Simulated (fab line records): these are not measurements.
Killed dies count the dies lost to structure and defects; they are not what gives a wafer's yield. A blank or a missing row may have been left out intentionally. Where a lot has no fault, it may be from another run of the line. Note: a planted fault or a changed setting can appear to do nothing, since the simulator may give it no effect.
2 desks looking at one fault ; flow sky130 ; numbers are kept per desk, each desk with only its own; the story behind them comes last

## THE METROLOGY DESK
What the gauges read for every lot (on any tool): the sampled wafers with a number, averaged. A lot is out of limits, marked OUT, if its mean lies more than 4 standard deviations from the usual mean; the brackets give that distance.
Columns: A = cd-nm at SKY_SONOS_TUNNEL_CD_MEAS_07, usual 410.3 nm; B = cd-nm at SKY_SONOS_ONO_CD_MEAS_13, usual 410.4 nm; C = GATE_OXIDE_OVL at SKY_GATE_OXIDE_OVL_MEAS_10, usual 0.7 nm
lot;first seen here;A;B;C
L358;day 12 01:02;410.7;412.1;-2.0
L359;day 12 09:34;410.8;412.8;-0.1
L360;day 12 20:35;409.4;410.1;2.3
L362;day 13 01:22;412.7;408.6;1.6
L363;day 13 13:04;408.3;408.2;2.0
L367;day 15 01:10;412.2;-;-
L368;day 15 01:32;412.0;-;-
L373;day 17 13:18;411.6;409.8;0.3
L374;day 18 05:56;408.3;405.0;1.7
L375;day 18 09:11;411.9;410.4;0.3
L377;day 18 19:27;410.5;411.5;1.2
L378;day 18 23:44;410.7;406.4;2.4
L379;day 19 05:10;410.7;414.4;0.7
L380;day 19 11:49;408.3;407.6;0.6
Finding of this desk: none of the 14 lots has anything out of limits.

## AT THE TOOL OWNER'S DESK: iline-stepper-02
The tool's own readings at SKY_SONOS_ONO_EXPOSE_10 (exposes mask ONOM, target cd 410 nm): means of the sampled wafers that have a number, for each lot that ran on this tool. A lot is out of limits, marked OUT, if its mean lies more than 4 standard deviations from the usual mean; the brackets give that distance.
Columns: A = exposure-dose-mJ-cm2 at SKY_SONOS_ONO_EXPOSE_10, usual 149.95; B = focus-offset-nm at SKY_SONOS_ONO_EXPOSE_10, usual 0.0 nm
lot;first seen here;A;B
L358;day 12 20:27;149.93;0.0
L360;day 13 16:45;149.94;0.1
L362;day 13 18:42;150.13;0.3
L373;day 18 11:41;149.74;-0.2
L378;day 19 23:01;150.12;-0.2
L380;day 20 12:37;150.01;-0.6
Finding of this desk: none of the 6 lots has anything out of limits.

## TAKEN TOGETHER
At the metrology desk, nothing out of limits was observed.
The tool owner's desk saw nothing out of limits.

## WHAT THE SIMULATOR HAD PUT IN
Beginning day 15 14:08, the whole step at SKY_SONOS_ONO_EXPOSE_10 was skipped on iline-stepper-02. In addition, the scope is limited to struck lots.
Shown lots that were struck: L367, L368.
